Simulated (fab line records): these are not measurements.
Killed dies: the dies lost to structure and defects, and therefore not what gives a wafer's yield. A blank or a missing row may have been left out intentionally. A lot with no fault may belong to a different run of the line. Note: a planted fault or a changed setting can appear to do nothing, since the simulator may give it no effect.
The tool behind it: which one? -- flow gf180mcu -- 10 lots, 30 wafers sampled, at 5 steps of a route of 602

== WHAT EACH GAUGE READ, for each wafer ==
GF_PASSIVATION_THK_MEAS_01.
lot,measured,on,PASSIVATION_CVD_00_THK (nm)
L622,day 28 16:17,filmMetro-04,990 981 985
L624,day 29 07:35,filmMetro-02,990 991 1387
L625,day 29 16:11,filmMetro-01,987 1399 1005
L626,day 30 01:16,filmMetro-01,994 991 1009
L632,day 31 16:56,filmMetro-01,990 993 1007
L635,day 32 13:57,filmMetro-04,992 977 1017
L637,day 33 03:19,filmMetro-04,958 981 985
L640,day 33 17:29,filmMetro-04,988 1009 1005
L641,day 33 19:59,filmMetro-04,995 994 1019
L643,day 34 08:33,filmMetro-02,972 991 1001

== EACH LOT AND THE TOOL THAT RAN IT (in order: tool; ch and the chambers of the sampled wafers; start) ==
lot,GF_TOP_METAL_SPUTTER_01,GF_TOP_METAL_METAL_ETCH_16,GF_TOP_METAL_STRIP_17,GF_PASSIVATION_CVD_00
L622,"pvdSputter-02, day 27 20:16","rieMetal-04 ch 0,1, day 28 15:30","plasmaAsher-01 ch 0,1, day 28 15:41","pecvd-02 ch 0,2, day 28 16:13"
L624,"pvdSputter-02, day 28 11:30","rieMetal-01 ch 0,1, day 29 06:45","plasmaAsher-01 ch 0,1, day 29 06:56","pecvd-02 ch 0,1,2, day 29 07:30"
L625,"pvdSputter-01, day 28 20:35","rieMetal-04 ch 0,1, day 29 15:23","plasmaAsher-04 ch 1, day 29 15:34","pecvd-02 ch 0,2, day 29 16:05"
L626,"pvdSputter-01, day 29 05:38","rieMetal-02 ch 0,1, day 30 00:27","plasmaAsher-04 ch 0,1, day 30 00:38","pecvd-01 ch 0,1,2, day 30 01:11"
L632,"pvdSputter-04, day 30 22:06","rieMetal-01 ch 0,1, day 31 16:05","plasmaAsher-04 ch 0, day 31 16:16","pecvd-01 ch 0,2, day 31 16:50"
L635,"pvdSputter-04, day 31 20:46","rieMetal-04 ch 0,1, day 32 13:10","plasmaAsher-02 ch 0,1, day 32 13:20","pecvd-02 ch 0,1,2, day 32 13:52"
L637,"pvdSputter-04, day 32 10:59","rieMetal-02 ch 1, day 33 02:31","plasmaAsher-02 ch 0,1, day 33 02:41","pecvd-01 ch 0,1, day 33 03:14"
L640,"pvdSputter-02, day 33 00:46","rieMetal-01 ch 1, day 33 16:41","plasmaAsher-01 ch 0,1, day 33 16:52","pecvd-02 ch 0,1,2, day 33 17:24"
L641,"pvdSputter-04, day 33 04:01","rieMetal-04 ch 0,1, day 33 19:11","plasmaAsher-02 ch 1, day 33 19:22","pecvd-04 ch 1,2, day 33 19:55"
L643,"pvdSputter-02, day 33 16:49","rieMetal-02 ch 0,1, day 34 07:46","plasmaAsher-01 ch 0,1, day 34 07:56","pecvd-01 ch 1,2, day 34 08:28"
- GF_TOP_METAL_SPUTTER_01: material TiN, target thk 30 nm, time 25 s.
- GF_TOP_METAL_METAL_ETCH_16: etches the open film in Cl2/BCl3, stops on SiO2, target depth 1077.5 nm, time 179.6 s.
- GF_TOP_METAL_STRIP_17: strips in O2/N2.
- GF_PASSIVATION_CVD_00: deposits SiO2 from TEOS, target thk 1000 nm, time 111.95 s.

== THE ANSWER, worked out from the rows above alone ==
Rule: what is usual is taken from the lots themselves. The widest of any qualifying gaps counts: lots, ordered by their means at a reading, are off when they make up no more than a third of the lots, leave a main group of 4 or more, and stand apart from it by 3 or more times the standard deviation of that group's means. If all means in a main group match to the digits the tables above print for the reading, that group is not used. Also off: a lot with no number at a reading for which 4 or more lots have one. Where the step has rows for the other lots, those lots are counted as sound.
Off: L624, L625, at GF_PASSIVATION_THK_MEAS_01 (PASSIVATION_CVD_00_THK). Mean 993 nm and standard deviation 8.8 in the main group.
If a tool, at a process step before that reading, ran all the lots that are off and no sound lot after the first of them, it fits. Gauges at GF_PASSIVATION_THK_MEAS_01: tried the same way as those tools. Of those tried, none fits.

== WHAT HAD BEEN PUT IN BY THE SIMULATOR ==
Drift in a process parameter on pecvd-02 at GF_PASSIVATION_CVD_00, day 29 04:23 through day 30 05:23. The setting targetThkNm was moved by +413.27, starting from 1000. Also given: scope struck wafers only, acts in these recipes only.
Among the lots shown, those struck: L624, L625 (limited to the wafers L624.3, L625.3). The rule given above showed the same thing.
